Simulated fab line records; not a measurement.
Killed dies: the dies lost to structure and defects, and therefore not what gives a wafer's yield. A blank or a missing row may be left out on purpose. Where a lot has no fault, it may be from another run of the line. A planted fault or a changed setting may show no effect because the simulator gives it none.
What tool caused it? ; flow sky130 ; route of 708 steps, sampled at 1 step: 14 lots, 41 wafers

## WHAT EACH GAUGE READ, for each wafer
SKY_METAL1_RS_MEAS_05: the measuring method here is four-point-probe.
lot;measured;on;METAL1_ALCU_RS (ohm/sq)
L990;day 31 19:28;filmMetro-01;0.1259 0.1265 0.1261
L991;day 32 00:56;filmMetro-01;0.1295 0.1302 0.1283
L992;day 32 12:34;filmMetro-01;0.1261 0.1275 0.1267
L993;day 32 21:29;filmMetro-01;0.1252 0.1266 0.1253
L994;day 33 02:00;filmMetro-03;0.1278 0.1278 0.1276
L997;day 34 13:50;filmMetro-03;0.1294 0.1281 0.1278
L998;day 34 17:38;filmMetro-04;0.1261 0.1286 0.1294
L999;day 34 23:50;filmMetro-03;0.1244 0.1280 0.1262
L103;day 36 04:02;filmMetro-03;0.1264 0.1270
L105;day 37 03:06;filmMetro-04;0.1285 0.1275 0.1291
L109;day 38 05:10;filmMetro-04;0.1285 0.1286 0.1274
L111;day 39 04:37;filmMetro-01;0.1277 0.1286 0.1285
L112;day 39 06:59;filmMetro-01;0.1274 0.1260 0.1265
L113;day 39 15:41;filmMetro-03;0.1278 0.1275 0.1252

## WHICH TOOL RAN EACH LOT (tool, then ch and the chambers of the sampled wafers, then the start)
Record: no process step prior to these readings.

## AS READ BY THE TOOLS THEMSELVES (means over the sampled wafers that have a number; for cases with no such wafer, the mark the record gives instead)
The record holds no such reading with a usual standard deviation.

## THE ANSWER, worked out from the rows above alone
Rule: the lots themselves supply what counts as usual. The widest of any qualifying gaps counts: lots, ordered by their means at a reading, are off when they make up no more than a third of the lots, leave a main group of 4 or more, and stand apart from it by 3 or more times the standard deviation of that group's means. A main group is skipped when, at the precision printed for the reading in the tables above, its means are all equal. A lot without any number at a reading at which 4 lots or more have one is off too. All remaining lots with rows at the step are treated as sound. First the gauges in route order, then the tools' own readings, where a lot's mean is used as printed above. At the first step where some lot is off, the reading lying furthest off is the one used; lots without a number count as furthest.
No lot is off on any of the readings shown, so nothing can be concluded from this.

## WHAT WAS PUT IN BY THE SIMULATOR
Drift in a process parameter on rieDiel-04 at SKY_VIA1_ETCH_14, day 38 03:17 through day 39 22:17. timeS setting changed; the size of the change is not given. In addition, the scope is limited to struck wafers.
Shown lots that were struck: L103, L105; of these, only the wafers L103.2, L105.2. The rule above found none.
